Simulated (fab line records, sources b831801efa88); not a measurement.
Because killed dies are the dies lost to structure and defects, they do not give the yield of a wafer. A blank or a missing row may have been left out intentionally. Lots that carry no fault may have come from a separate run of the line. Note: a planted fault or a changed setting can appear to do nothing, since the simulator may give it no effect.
fab line records	flow sfq_line
[record] lots = 7	wafers = 19	last_day = 92
route steps=325 shown M0@32 I0@43 M1@58
lots that met no fault: taken from a fault-free run of the same line
start_h: hours from the record's first day to the start of the lot's first wafer shown	wait_h: hours elapsed since this lot's preceding step	" the same as in the row above	L1.1+2: a single row standing in for several wafers	- value missing, or start not given	* or withheld: withheld	< > ~ a bound
route shown NAME@n: names a module that has steps shown in the file, with the first one's number in the route	usual: mean and standard deviation over wafers with no fault	same: alike in all rows	chamber/n: place in a boat	sites: per-site readings	_std_site: standard deviation across them	_edge_site: outer sites' mean less inner sites'	radius_mm: how far each site lies from the wafer's centre	mask NAME#n: copy n	behind: the most recent tool/chamber to have shaped the wafer	hold: reason for holding the lot/hours on hold/outcome of the hold	device: the transistor (n, p or np) that didn't switch	end of line: the same wafers' tests at the end of the route	for a step that has no rows: nothing shown but its recipe	killed: the dies lost at the first sort to structure and to defects; this is not the yield of the wafer	map: per-die view of a wafer (x killed, . not killed, _ where there is no die)
set.NAME: the setting the step ran with; set.NAME@STEP: the setting that earlier step ran with	model.NAME: the simulator's own value behind a step, which no gauge read
certain route steps with their lots: each step a table, each wafer a row
services: a tool's chamber out of use, with start hour (start_h, from the record's first day; less than 0 if before it), hours out, and reason
[[steps]]
[step SFQ_TRILAYER_M0_LITHO_COAT_026]
[recipe] resist = BARC	spin_rpm = 3000	resist_thk_nm = 62
[step SFQ_TRILAYER_M0_LITHO_COAT_021]
[recipe] resist = KrF	spin_rpm = 3000	resist_thk_nm = 600
[step SFQ_TRILAYER_M0_LITHO_SOFTBAKE_025]
[recipe] temp_c = withheld	time_s = withheld	resist = KrF
[step SFQ_TRILAYER_M0_LITHO_EXPOSE_022]
[recipe] mask_id = M0	na = 0.6	source_shape = conventional	sigma_outer = 0.65	target_cd_nm = 500	dose_mj = 14.4
[step SFQ_TRILAYER_M0_LITHO_PEB_024]
[recipe] peb_temp_c = 115	peb_time_s = 60	resist = KrF
[step SFQ_TRILAYER_M0_LITHO_DEVELOP_023]
[recipe] time_s = 60	resist = KrF
[step SFQ_M0_OVL_MEAS_906]
[usual] M0_OVL = 0/5.7
lot.wafer	tool	chamber	start_h	wait_h	M0_OVL[nm]
L508.1	overlay-01	-	259.41	0.1	1
L508.4	"	-	"	"	6
L508.6	"	-	"	"	-8
L511.3	overlay-02	-	297.50	0.1	3
L511.4	"	-	"	"	9
L511.5	"	-	"	"	7
L513.4	overlay-02	-	310.70	0.1	0
L513.5	"	-	"	"	-5
L513.6	"	-	"	"	3
L514.2	overlay-01	-	315.49	0.1	5
L514.4	"	-	"	"	9
L517.1	overlay-01	-	343.08	0.1	11
L517.4	"	-	"	"	2
L517.5	"	-	"	"	14
L518.2	overlay-02	-	347.89	0.1	-5
L518.4	"	-	"	"	0
L528.2	overlay-01	-	439.24	0.1	7
L528.5	"	-	"	"	-1
L528.6	"	-	"	"	8
[step SFQ_TRILAYER_M0_BARC_OPEN_METAL_ETCH_031]
[recipe] mask_material = PR	chemistry = O2	target_depth_nm = 125	target = BARC	icp_w = 600	bias_w = 80	pressure_mtorr = 10	time_s = 41.7
[usual] drypump_motor_current_A = 6.09/0.28	oes_product_au = 0.685/0.0048
lot.wafer	tool	chamber	start_h	wait_h	drypump_motor_current_A	oes_product_au	rf_hours_counter_h
L508.1	rie_metal-03	0	259.45	0.0	6.61	0.686	39
L508.4	"	0	"	"	6.58	0.690	-
L508.6	"	1	"	"	5.74	0.685	-
L511.3	rie_metal-02	0	297.54	0.0	6.23	0.679	-
L511.4	"	1	"	"	5.84	0.684	-
L511.5	"	1	"	"	5.91	0.688	-
L513.4	rie_metal-02	1	310.74	0.0	5.91	0.687	-
L513.5	"	1	"	"	5.90	0.678	-
L513.6	"	0	"	"	6.23	0.690	-
L514.2	rie_metal-03	1	315.52	0.0	5.70	0.684	44
L514.4	"	1	"	"	5.72	0.687	-
L517.1	rie_metal-01	1	343.12	0.0	6.07	0.685	138
L517.4	"	1	"	"	6.08	0.688	-
L517.5	"	0	"	"	5.94	0.682	-
L518.2	rie_metal-03	1	347.92	0.0	5.73	0.690	49
L518.4	"	1	"	"	5.73	0.686	-
L528.2	rie_metal-03	1	439.27	0.0	5.73	0.685	60
L528.5	"	0	"	"	6.57	0.687	-
L528.6	"	1	"	"	5.74	0.680	-
[step SFQ_TRILAYER_M0_ETCH_METAL_ETCH_024]
[recipe] target = Nb	stop_on = SiO2	mask_material = PR	chemistry = Cl2/Ar	target_depth_nm = 240	icp_w = 600	bias_w = 80	pressure_mtorr = 10	time_s = 120
[usual] drypump_motor_current_A = 6.09/0.29	oes_product_au = 0.893/0.0067
lot.wafer	tool	chamber	start_h	wait_h	drypump_motor_current_A	oes_product_au	rf_hours_counter_h
L508.1	rie_metal-03	0	259.51	0.0	6.57	0.893	39
L508.4	"	0	"	"	6.60	0.897	-
L508.6	"	1	"	"	5.72	0.896	-
L511.3	rie_metal-02	0	297.62	0.1	6.25	0.887	-
L511.4	"	1	"	"	5.89	0.891	-
L511.5	"	1	"	"	5.87	0.884	-
L513.4	rie_metal-02	1	310.82	0.1	5.91	0.900	-
L513.5	"	1	"	"	5.89	0.885	-
L513.6	"	0	"	"	6.25	0.903	-
L514.2	rie_metal-03	1	315.58	0.0	5.75	0.892	44
L514.4	"	1	"	"	5.75	0.895	-
L517.1	rie_metal-01	1	343.18	0.0	6.10	0.881	138
L517.4	"	1	"	"	6.09	0.893	-
L517.5	"	0	"	"	5.94	0.890	-
L518.2	rie_metal-03	1	347.98	0.0	5.75	0.892	49
L518.4	"	1	"	"	5.73	0.884	-
L528.2	rie_metal-03	1	439.33	0.0	5.71	0.885	60
L528.5	"	0	"	"	6.58	0.890	-
L528.6	"	1	"	"	5.71	0.884	-
[step SFQ_TRILAYER_M0_STRIP_STRIP_025]
[recipe] gas = O2	power_w = 200	platen_temp_c = 40	overash_fraction = 0.65	chemistry = O2	pressure_mtorr = 50
[step SFQ_TRILAYER_M0_STRIP_SOLV_CLEAN_026]
[recipe] chemistry = NMP	temp_c = 70	time_s = 600
[step SFQ_TRILAYER_I0_DEP_PECVD_027]
[recipe] material = SiO2	temp_c = 150	time_s = 111.11	pressure_torr = 2.4	rf_w = 183.3	precursor = SiH4/N2O	target_thk_nm = 500
[usual] heater_power_outer_w = 29/9.4	heater_power_w = 84/18	throttle_valve_pct = 24.4/1.5
lot.wafer	tool	chamber	start_h	wait_h	heater_power_outer_w	heater_power_w	throttle_valve_pct
L508.1	pecvd-04	2	260.42	0.0	27	87	24.4
L508.4	"	1	"	"	20	67	25.8
L508.6	"	2	"	"	28	88	24.2
L511.3	pecvd-03	0	298.48	0.0	40	108	22.0
L511.4	"	0	"	"	27	92	22.2
L511.5	"	1	"	"	35	111	22.9
L513.4	pecvd-03	1	311.72	0.0	41	120	22.7
L513.5	"	2	"	"	34	86	24.0
L513.6	"	0	"	"	39	105	22.2
L514.2	pecvd-02	0	316.48	0.0	17	60	25.6
L514.4	"	1	"	"	28	75	23.7
L517.1	pecvd-04	1	344.08	0.0	21	69	25.8
L517.4	"	1	"	"	21	69	26.3
L517.5	"	0	"	"	7	51	26.7
L518.2	pecvd-02	0	349.10	0.0	20	64	25.6
L518.4	"	1	"	"	34	82	23.8
L528.2	pecvd-03	1	440.23	0.0	33	105	22.9
L528.5	"	2	"	"	38	89	25.0
L528.6	"	1	"	"	36	110	23.1
[step SFQ_TRILAYER_I0_CMP_CMP_028]
[recipe] material = SiO2	down_force_psi = 3	platen_rpm = 60	pad_velocity_m_s = 0.94248
[usual] motor_current_A = 10.5/1.4	platen_rpm = 60.01/0.039	time_to_endpoint_s = 215/8.2
lot.wafer	tool	chamber	start_h	wait_h	motor_current_A	platen_rpm	time_to_endpoint_s	model.SiO2_of_TRILAYER_I0_DEP_PECVD_027.thk_nm
L508.1	cmp-01	2	260.50	0.0	9.0	60.02	224	201.8
L508.4	"	0	261.50	1.0	10.4	60.08	227	199.7
L508.6	"	3	263.00	2.5	9.6	60.00	217	199.4
L511.3	cmp-02	3	299.96	1.4	10.3	60.06	203	200.4
L511.4	"	1	300.96	2.4	13.5	60.03	222	200.4
L511.5	"	2	"	"	10.0	59.98	216	200.7
L513.4	cmp-02	3	324.22	12.5	10.5	60.03	223	182.1
L513.5	"	1	325.22	13.5	13.6	59.97	221	200.9
L513.6	"	2	"	"	9.8	60.09	221	199.9
L514.4	cmp-02	0	326.72	10.2	8.8	59.99	226	185.1
L514.2	"	2	327.72	11.2	10.3	60.01	214	201
L517.4	cmp-01	2	351.01	6.8	9.8	60.08	219	199.6
L517.1	"	0	352.01	7.9	9.9	59.95	210	198.4
L517.5	"	2	353.01	8.8	9.6	59.99	227	199.8
L518.4	cmp-02	1	353.63	4.5	14.4	59.96	233	184.8
L518.2	"	2	"	"	10.2	60.04	216	200
L528.2	cmp-01	3	441.30	1.0	9.0	59.94	203	196.3
L528.6	"	1	442.30	2.0	10.6	59.96	212	199.7
L528.5	"	2	"	"	9.7	60.04	221	199.2
[step SFQ_I0_BOW_MEAS_907]
[recipe] mode = bow
[usual] I0_BOW = 2/7.2
lot.wafer	tool	chamber	start_h	wait_h	I0_BOW[um]
L508.1	film_metro-02	-	263.50	2.5	1
L508.4	"	-	"	"	5
L508.6	"	-	"	"	12
L511.3	film_metro-03	-	302.50	2.0	0
L511.4	"	-	"	"	0
L511.5	"	-	"	"	10
L513.4	film_metro-02	-	326.28	1.6	-1
L513.5	"	-	"	"	8
L513.6	"	-	"	"	6
L514.2	film_metro-03	-	329.24	1.0	-6
L514.4	"	-	"	"	-2
L517.1	film_metro-04	-	353.51	1.0	1
L517.4	"	-	"	"	-8
L517.5	"	-	"	"	-5
L518.2	film_metro-02	-	356.65	2.0	0
L518.4	"	-	"	"	-2
L528.2	film_metro-03	-	443.32	1.5	17
L528.5	"	-	"	"	4
L528.6	"	-	"	"	-16
[step SFQ_TRILAYER_I0_METRO_MEASURE_029]
[usual] thk_nm = 199.7/1
lot.wafer	tool	chamber	start_h	wait_h	thk_nm
L508.1	film_metro-02	-	263.62	0.1	201.9
L508.4	"	-	"	"	199.7
L508.6	"	-	"	"	199.5
L511.3	film_metro-03	-	302.98	0.5	200.3
L511.4	"	-	"	"	200.4
L511.5	"	-	"	"	200.6
L513.4	film_metro-02	-	326.94	0.6	182.2
L513.5	"	-	"	"	201.0
L513.6	"	-	"	"	199.8
L514.2	film_metro-03	-	329.54	0.3	201.0
L514.4	"	-	"	"	185.0
L517.1	film_metro-04	-	353.63	0.1	198.4
L517.4	"	-	"	"	199.5
L517.5	"	-	"	"	199.7
L518.2	film_metro-02	-	356.95	0.3	200.2
L518.4	"	-	"	"	184.9
L528.2	film_metro-03	-	443.62	0.3	196.1
L528.5	"	-	"	"	199.4
L528.6	"	-	"	"	199.7
[step SFQ_TRILAYER_I0_VIA_LITHO_COAT_036]
[recipe] resist = BARC	spin_rpm = 3000	resist_thk_nm = 62
[step SFQ_TRILAYER_I0_VIA_LITHO_COAT_031]
[recipe] resist = KrF	spin_rpm = 3000	resist_thk_nm = 650
[step SFQ_TRILAYER_I0_VIA_LITHO_SOFTBAKE_035]
[recipe] temp_c = withheld	time_s = withheld	resist = KrF
[step SFQ_TRILAYER_I0_VIA_LITHO_EXPOSE_032]
[recipe] mask_id = I0	na = 0.6	source_shape = conventional	sigma_outer = 0.65	target_cd_nm = 500	dose_mj = 21.3
[step SFQ_TRILAYER_I0_VIA_LITHO_PEB_034]
[recipe] peb_temp_c = 115	peb_time_s = 60	resist = KrF
[step SFQ_TRILAYER_I0_VIA_LITHO_DEVELOP_033]
[recipe] time_s = 60	resist = KrF
[step SFQ_I0_OVL_MEAS_908]
[usual] I0_OVL = 0/5.1
lot.wafer	tool	chamber	start_h	wait_h	I0_OVL[nm]
L508.1	overlay-02	-	387.26	0.1	-5
L508.4	"	-	"	"	-7
L508.6	"	-	"	"	-11
L511.3	overlay-01	-	434.32	0.1	-3
L511.4	"	-	"	"	3
L511.5	"	-	"	"	-7
L513.4	overlay-01	-	458.25	0.1	4
L513.5	"	-	"	"	4
L513.6	"	-	"	"	4
L514.2	overlay-02	-	460.64	0.1	-4
L514.4	"	-	"	"	-3
L517.1	overlay-02	-	479.07	0.1	-5
L517.4	"	-	"	"	-1
L517.5	"	-	"	"	-4
L518.2	overlay-02	-	480.28	0.1	2
L518.4	"	-	"	"	-6
L528.2	overlay-01	-	492.28	0.1	1
L528.5	"	-	"	"	-3
L528.6	"	-	"	"	3
[step SFQ_TRILAYER_I0_VIA_BARC_OPEN_VIA_ETCH_046]
[recipe] mask_material = PR	chemistry = O2	target_depth_nm = 125	target = BARC	source_w = 500	bias_w = 80	pressure_mtorr = 30	time_s = 41.7
[usual] drypump_motor_current_A = 5.5/0.47	oes_product_au = 0.685/0.0046
lot.wafer	tool	chamber	start_h	wait_h	drypump_motor_current_A	oes_product_au	rf_hours_counter_h
L508.1	rie_diel-02	0	387.29	0.0	5.5	0.690	102
L508.4	"	3	"	"	5.8	0.689	107
L508.6	"	1	"	"	5.0	0.689	-
L511.3	rie_diel-04	2	434.34	0.0	5.3	0.688	81
L511.4	"	1	"	"	5.4	0.687	10
L511.5	"	1	"	"	5.3	0.684	-
L513.4	rie_diel-01	0	458.27	0.0	5.6	0.691	3
L513.5	"	3	"	"	5.3	0.674	-
L513.6	"	0	"	"	5.7	0.688	-
L514.2	rie_diel-04	3	460.67	0.0	6.0	0.686	58
L514.4	"	1	"	"	5.4	0.685	11
L517.1	rie_diel-04	0	479.11	0.0	5.7	0.684	23
L517.4	"	1	"	"	5.3	0.684	11
L517.5	"	3	"	"	6.0	0.687	-
L518.2	rie_diel-02	2	480.31	0.0	5.0	0.686	24
L518.4	"	2	"	"	5.0	0.683	-
L528.2	rie_diel-02	2	492.31	0.0	5.0	0.685	25
L528.5	"	3	"	"	5.8	0.685	-
L528.6	"	2	"	"	5.0	0.682	-
[step SFQ_TRILAYER_I0_VIA_ETCH_VIA_ETCH_034]
[recipe] target = SiO2	stop_on = Nb	mask_material = PR	taper_deg = 20	chemistry = CHF3	target_depth_nm = 260	source_w = 500	bias_w = 80	pressure_mtorr = 30	time_s = withheld
[usual] drypump_motor_current_A = 5.5/0.47	oes_product_au = 0.853/0.0048
lot.wafer	tool	chamber	start_h	wait_h	drypump_motor_current_A	oes_product_au	model.I0.feature_depth_nm	model.etch.depth_nm
L508.1	rie_diel-02	0	387.33	0.0	5.5	0.860	201.8	201.8
L508.4	"	3	"	"	5.8	0.857	199.7	199.7
L508.6	"	1	"	"	5.0	0.854	199.4	199.4
L511.3	rie_diel-04	2	434.38	0.0	5.3	0.844	200.4	200.4
L511.4	"	1	"	"	5.3	0.853	200.4	200.4
L511.5	"	1	"	"	5.4	0.855	200.7	200.7
L513.4	rie_diel-01	0	458.31	0.0	5.6	0.810	182.1	182.1
L513.5	"	3	"	"	5.3	0.857	200.9	200.9
L513.6	"	0	"	"	5.6	0.856	199.9	199.9
L514.2	rie_diel-04	3	460.71	0.0	6.1	0.847	201	201
L514.4	"	1	"	"	5.4	0.823	185.1	185.1
L517.1	rie_diel-04	0	479.15	0.0	5.7	0.849	198.4	198.4
L517.4	"	1	"	"	5.3	0.849	199.6	199.6
L517.5	"	3	"	"	6.1	0.858	199.8	199.8
L518.2	rie_diel-02	2	480.35	0.0	5.0	0.853	200	200
L518.4	"	2	"	"	5.0	0.817	184.8	184.8
L528.2	rie_diel-02	2	492.35	0.0	5.0	0.840	196.3	196.3
L528.5	"	3	"	"	5.8	0.857	199.2	199.2
L528.6	"	2	"	"	5.0	0.857	199.7	199.7
[step SFQ_TRILAYER_I0_VIA_STRIP_STRIP_035]
[recipe] gas = O2	power_w = 200	platen_temp_c = 40	overash_fraction = 0.65	chemistry = O2	pressure_mtorr = 50
[usual] drypump_motor_current_A = 6.0/0.4	oes_product_au = 1.002/0.0094
lot.wafer	tool	chamber	start_h	wait_h	drypump_motor_current_A	oes_product_au	rf_hours_counter_h
L508.1	rie_metal-02	1	387.44	-	5.9	1.010	36
L508.4	"	0	"	"	6.2	0.997	-
L508.6	"	0	"	"	6.2	0.995	-
L511.3	rie_metal-02	1	434.69	-	5.9	1.003	-
L511.4	"	0	"	"	6.2	0.998	-
L511.5	"	0	"	"	6.3	0.990	-
L513.4	rie_metal-04	1	458.62	-	5.1	1.003	-
L513.5	"	1	"	"	5.2	1.004	-
L513.6	"	0	"	"	6.4	1.003	-
L514.2	rie_metal-01	1	460.82	-	6.1	0.989	149
L514.4	"	0	"	"	5.9	1.008	-
L517.1	rie_metal-01	0	479.26	-	5.9	0.993	27
L517.4	"	1	"	"	6.1	0.980	-
L517.5	"	0	"	"	6.0	0.989	-
L518.2	rie_metal-04	1	480.46	-	5.2	1.001	67
L518.4	"	1	"	"	5.2	1.005	-
L528.2	rie_metal-02	0	492.46	-	6.2	1.024	106
L528.5	"	0	"	"	6.2	1.008	-
L528.6	"	1	"	"	5.9	1.002	-
[step SFQ_TRILAYER_I0_VIA_STRIP_SOLV_CLEAN_036]
[recipe] chemistry = NMP	temp_c = 70	time_s = 600
[step SFQ_TRILAYER_M1_DEP_PRE_CLEAN_038]
[recipe] gas = Ar	time_s = 22.5	bias_v = 250
lot.wafer	tool	chamber	start_h	wait_h	model.SiO2_of_TRILAYER_I0_DEP_PECVD_027.thk_nm
L508.1	pvd_sputter-05	-	388.23	0.0	194.3
L508.4	"	-	"	"	192.2
L508.6	"	-	"	"	191.9
L511.3+4	pvd_sputter-05	-	435.27	0.0	192.9
L511.5	"	-	"	"	193.2
L513.4	pvd_sputter-05	-	459.19	0.0	174.6
L513.5	"	-	"	"	193.4
L513.6	"	-	"	"	192.4
L514.2	pvd_sputter-04	-	461.61	0.0	193.5
L514.4	"	-	"	"	177.6
L517.1	pvd_sputter-05	-	480.21	0.0	190.9
L517.4	"	-	"	"	192.1
L517.5	"	-	"	"	192.3
L518.2	pvd_sputter-03	-	481.25	0.0	192.5
L518.4	"	-	"	"	177.3
L528.2	pvd_sputter-04	-	493.23	0.0	188.8
L528.5	"	-	"	"	191.7
L528.6	"	-	"	"	192.2
[step SFQ_TRILAYER_M1_DEP_SPUTTER_037]
[recipe] material = Nb	base_pressure_pa = 1.33e-06	chamber_pressure_pa = 0.1333	substrate_temp_c = 20	resputter_cathode_voltage_v = 400	target_thk_nm = 200	power_w = 2000	time_s = 133.3
[[services]]
tool	chamber	start_h	hours	kind
cmp-01	-	237.03	4.0	pm
cmp-02	-	245.59	2.1	repair
rie_metal-02	-	253.29	14.6	pm
pecvd-03	-	276.44	0.7	repair
rie_diel-02	-	276.77	0.5	repair
rie_diel-04	2	277.60	5.1	repair
cmp-01	-	305.16	11.7	pm
cmp-02	-	320.67	0.6	repair
cmp-01	-	324.94	0.2	repair
cmp-02	-	335.22	6.2	pm
rie_diel-02	0	339.39	1.5	repair
pvd_sputter-05	-	364.57	6.3	repair
rie_diel-04	2	365.71	4.6	repair
pvd_sputter-05	-	369.30	2.3	repair
rie_diel-04	0	375.23	6.0	repair
rie_diel-02	-	377.74	0.4	repair
rie_metal-01	1	389.06	20.2	repair
cmp-02	-	408.25	4.0	pm
cmp-01	-	414.44	1.6	repair
pecvd-03	-	431.44	0.8	repair
rie_diel-02	3	448.99	16.1	repair
cmp-02	-	457.35	3.7	pm
cmp-02	-	465.88	3.4	repair
rie_metal-02	0	472.82	1.9	repair
[[key]]
[first_sign] step = SFQ_TRILAYER_I0_METRO_MEASURE_029	reading = thk_nm	direction = down	sigmas = 16	usual = 199.7	struck = 184.0
[effect] step = SFQ_TRILAYER_I0_VIA_ETCH_VIA_ETCH_034	reading = oes_product_au	direction = down	sigmas = 7.6	usual = 0.853	struck = 0.816
[model_effect] step = SFQ_TRILAYER_I0_CMP_CMP_028	value = SiO2_of_TRILAYER_I0_DEP_PECVD_027.thk_nm	without = 199	struck = 184
[model_effect] step = SFQ_TRILAYER_I0_VIA_ETCH_VIA_ETCH_034	value = I0.feature_depth_nm	without = 199	struck = 184
[model_effect] step = SFQ_TRILAYER_M1_DEP_PRE_CLEAN_038	value = SiO2_of_TRILAYER_I0_DEP_PECVD_027.thk_nm	without = 191.5	struck = 176.5
met_at SFQ_TRILAYER_I0_CMP_CMP_028
struck_wafers L513.4,L514.4,L518.4
[fault] kind = process_parameter_drift	tool = cmp-02	chamber = -	onset_h = 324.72	steps = SFQ_TRILAYER_I0_CMP_CMP_028	channel = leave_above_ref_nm	offset = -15	shape = step	end_h = 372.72	scope = struck_wafers_only	acts_in = these_recipes_only	stated = 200
